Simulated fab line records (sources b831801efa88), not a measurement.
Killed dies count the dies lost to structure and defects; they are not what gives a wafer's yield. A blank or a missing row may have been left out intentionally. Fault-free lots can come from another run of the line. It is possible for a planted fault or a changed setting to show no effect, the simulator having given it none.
Which tool was responsible? + flow gf180mcu + 39 wafers from 13 lots sampled at 2 of the route's 602 steps

== WHAT THE GAUGES READ, wafer by wafer ==
GF_V1_THK_MEAS_01. Usual: for V1_CVD_00_THK the level is 626 nm and the standard deviation is 6.6.
| lot  | measured     | on            | V1_CVD_00_THK (nm) | flag |
|------|--------------|---------------|--------------------|------|
| L383 | day 18 12:50 | film metro-02 | 630 637 628        |      |
| L384 | day 18 19:23 | film metro-01 | 619 621 619        |      |
| L385 | day 19 03:44 | film metro-01 | 622 639 621        |      |
| L387 | day 19 22:26 | film metro-01 | 625 632 635        |      |
| L388 | day 20 11:21 | film metro-03 | 621 628 616        |      |
| L389 | day 20 18:25 | film metro-03 | 626 629 625        |      |
| L390 | day 21 03:53 | film metro-02 | 627 628 620        |      |
| L391 | day 21 13:48 | film metro-01 | 625 618 614        |      |
| L397 | day 23 11:58 | film metro-02 | 622 612 626        |      |
| L400 | day 24 12:49 | film metro-03 | 627 627 629        |      |
| L401 | day 24 23:43 | film metro-03 | 627 625 634        |      |
| L402 | day 25 01:49 | film metro-01 | 633 636 621        |      |
| L403 | day 25 06:46 | film metro-02 | 627 631 634        |      |

== TOOL THAT RAN EACH LOT (tool first, then ch and the chambers of the sampled wafers, then the start) ==
| lot  | GF_HV_LDD_ETCHBACK_58              |
|------|------------------------------------|
| L383 | rie diel-02 ch 0,2,3, day 13 18:13 |
| L384 | rie diel-03 ch 2,3, day 13 21:10   |
| L385 | rie diel-01 ch 0,2,3, day 14 06:47 |
| L387 | rie diel-03 ch 0,1,3, day 14 22:58 |
| L388 | rie diel-03 ch 1,2, day 15 10:53   |
| L389 | rie diel-01 ch 1,2,3, day 15 16:29 |
| L390 | rie diel-03 ch 1,2,3, day 16 00:55 |
| L391 | rie diel-01 ch 0,1,3, day 16 09:43 |
| L397 | rie diel-01 ch 0,3, day 18 08:25   |
| L400 | rie diel-03 ch 0,3, day 19 10:25   |
| L401 | rie diel-02 ch 2,3, day 19 22:58   |
| L402 | rie diel-02 ch 2,3, day 20 01:46   |
| L403 | rie diel-01 ch 1,2, day 20 06:57   |
- GF_HV_LDD_ETCHBACK_58: etches Si3N4 in CH3F/O2, stops on SiO2, time 100 s, target depth 90 nm.

== WHAT THE TOOLS THEMSELVES READ (means of the sampled wafers that have a number; where no wafer has one, the mark that the record gives instead) ==
GF_HV_LDD_ETCHBACK_58. Usual: chamber pressure mTorr 24.996 mTorr, standard deviation 0.021; drypump motor current A 5.8 A, standard deviation 0.38; oes product au 0.843 a.u., standard deviation 0.0073; run length s 128.3 s, standard deviation 0.5; throttle valve pct 10.560 %, standard deviation 0.0089.
| lot  | tool        | chamber pressure mTorr (mTorr) | drypump motor current A (A) | oes product au (a.u.) | run length s (s) | throttle valve pct (%) | flag |
|------|-------------|--------------------------------|-----------------------------|-----------------------|------------------|------------------------|------|
| L383 | rie diel-02 | 24.990                         | 5.8                         | 0.842                 | 128.5            | 10.557                 |      |
| L384 | rie diel-03 | 24.986                         | 5.5                         | 0.838                 | 128.9            | 10.554                 |      |
| L385 | rie diel-01 | 24.989                         | 5.8                         | 0.836                 | 127.7            | 10.562                 |      |
| L387 | rie diel-03 | 25.001                         | 5.8                         | 0.842                 | 128.0            | 10.562                 |      |
| L388 | rie diel-03 | 24.992                         | 5.6                         | 0.944                 | 115.2            | 10.586                 | OFF  |
| L389 | rie diel-01 | 25.000                         | 5.5                         | 0.846                 | 128.3            | 10.568                 |      |
| L390 | rie diel-03 | 24.999                         | 5.7                         | 0.892                 | 122.0            | 10.573                 | OFF  |
| L391 | rie diel-01 | 25.013                         | 5.9                         | 0.848                 | 128.3            | 10.564                 |      |
| L397 | rie diel-01 | 24.999                         | 6.3                         | 0.854                 | 127.8            | 10.559                 |      |
| L400 | rie diel-03 | 24.995                         | 5.8                         | 0.847                 | 128.2            | 10.560                 |      |
| L401 | rie diel-02 | 24.999                         | 5.9                         | 0.838                 | 128.6            | 10.557                 |      |
| L402 | rie diel-02 | 25.002                         | 5.6                         | 0.841                 | 128.4            | 10.564                 |      |
| L403 | rie diel-01 | 25.004                         | 5.2                         | 0.841                 | 128.5            | 10.561                 |      |

== THE ANSWER, worked out from the rows above alone ==
Rule: a lot counts as off when the mean over its wafers that have a number is more than 3 standard deviations away from the usual mean. A lot without any number at a reading at which 4 lots or more have one is off too. Where the step has rows for the other lots, those lots are counted as sound. After the gauges, taken in route order, come the tools' own readings; for these a lot's mean is taken, as printed above. The first step at which some lot is off is used, and at that step the reading that is off furthest; a lot without a number counts as furthest.
Off, at GF_HV_LDD_ETCHBACK_58 on run length s: L388, L390.
A tool fits if, at that step or a process step before it, it ran every lot that is off, and no sound lot after the first of them. Not one of the candidates tried fits.

== WHAT HAD BEEN PUT IN BY THE SIMULATOR ==
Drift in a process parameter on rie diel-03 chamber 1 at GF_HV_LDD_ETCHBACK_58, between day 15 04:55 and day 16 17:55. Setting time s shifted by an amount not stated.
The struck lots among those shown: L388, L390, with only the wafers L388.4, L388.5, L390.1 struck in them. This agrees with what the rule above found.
